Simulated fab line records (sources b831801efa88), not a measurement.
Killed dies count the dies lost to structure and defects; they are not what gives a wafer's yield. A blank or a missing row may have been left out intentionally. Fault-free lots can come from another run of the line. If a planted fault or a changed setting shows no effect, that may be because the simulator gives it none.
Problem report in the 8D (eight disciplines) form, filled by code | flow sky130 | the parts of the form that need people (team, actions taken, sign-off) are left out

== 1. THE ISSUE ==
heater-power-total-W at SKY_SONOS_ONO_SOFTBAKE_09 reads a mean of 58.65 W on 6 wafers of 2 lots; wafers without a fault read 56.60 W with a standard deviation of 0.044. That is +47 standard deviations from the usual mean.
The step: time 60 s.
Seen first at day 17 18:10 on litho-track-03, wafer L579.2. At this step, 39 wafers from 13 lots have a number in the record. The rule behind "out" and "out of limits": a value lying over 4 standard deviations away from the usual mean. The other wafers with a number count as sound.

== 2. WHAT IT IS AND WHAT IT IS NOT ==
question                    | is                                 | is not
which readings at this step | heater-power-total-W, run-length-s | chill-plate-temp-C
which lots                  | L579, L582                         | L564, L565, L566, L568, L569, L572, L574, L576, L578, L580, L586
which wafers of those lots  | all that have a number             | -
read on which tools         | litho-track-03                     | litho-track-02, litho-track-04
when                        | from day 17 18:10                  | up to then (27 sound wafers); but 6 sound wafers of L580, L586 came after

== 3. WHAT RULES OUT EACH SUSPECT ==
Counting: a tool stays on the suspect list if, at a process step up to the reading, it processed all lots that are out and no sound lot following the first of them.
- litho-track-03 at SKY_SONOS_ONO_SOFTBAKE_09 (time 60 s): kept. It ran every lot that is out, first L579 (day 17 18:10), and no sound lot after that; its last sound lot up to then is L576 (day 16 17:46). On those wafers its own readings are out: heater-power-total-W, run-length-s.
Remaining after the count: litho-track-03 at SKY_SONOS_ONO_SOFTBAKE_09.

== 4. THE CAUSE (what the simulator had put in) ==
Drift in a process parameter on litho-track-03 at SKY_SONOS_ONO_SOFTBAKE_09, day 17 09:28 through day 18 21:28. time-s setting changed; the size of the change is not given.
Only this tool survived the counting.

== 5. SEQUENCE OF EFFECTS, ordered by route ==
Each row: a reading whose mean over the struck wafers that have a number lies more than 3 standard deviations from the usual. Scope: only readings with a usual standard deviation given in the record; hours: median across lots of the time from each lot's start at the first step in this table that gives one to its start at this step; sigmas: change in usual standard deviations.
hours | step                      | reading              | usual   | on struck wafers | change | sigmas
0     | SKY_SONOS_ONO_SOFTBAKE_09 | heater-power-total-W | 56.60 W | 58.65            | +2.05  | +47
0     | SKY_SONOS_ONO_SOFTBAKE_09 | run-length-s         | 89.15 s | 82.77            | -6.39  | -29
Its process steps:
- SKY_SONOS_ONO_SOFTBAKE_09: time 60 s.
Readings that are blank on the struck wafers while sound wafers have them: plate-temp-C at SKY_SONOS_ONO_SOFTBAKE_09.
Later steps that measure or inspect, where all struck wafers having a row at the step show a number for every such reading and not one has moved that far: SKY_POLY_GATE_OVL_MEAS_14, SKY_VIA1_THK_MEAS_23.

== 6. HOW IT WOULD HAVE BEEN CAUGHT EARLIER ==
First out-of-limits reading in this record: day 17 18:10, which is 9 hours after fault onset at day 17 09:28.
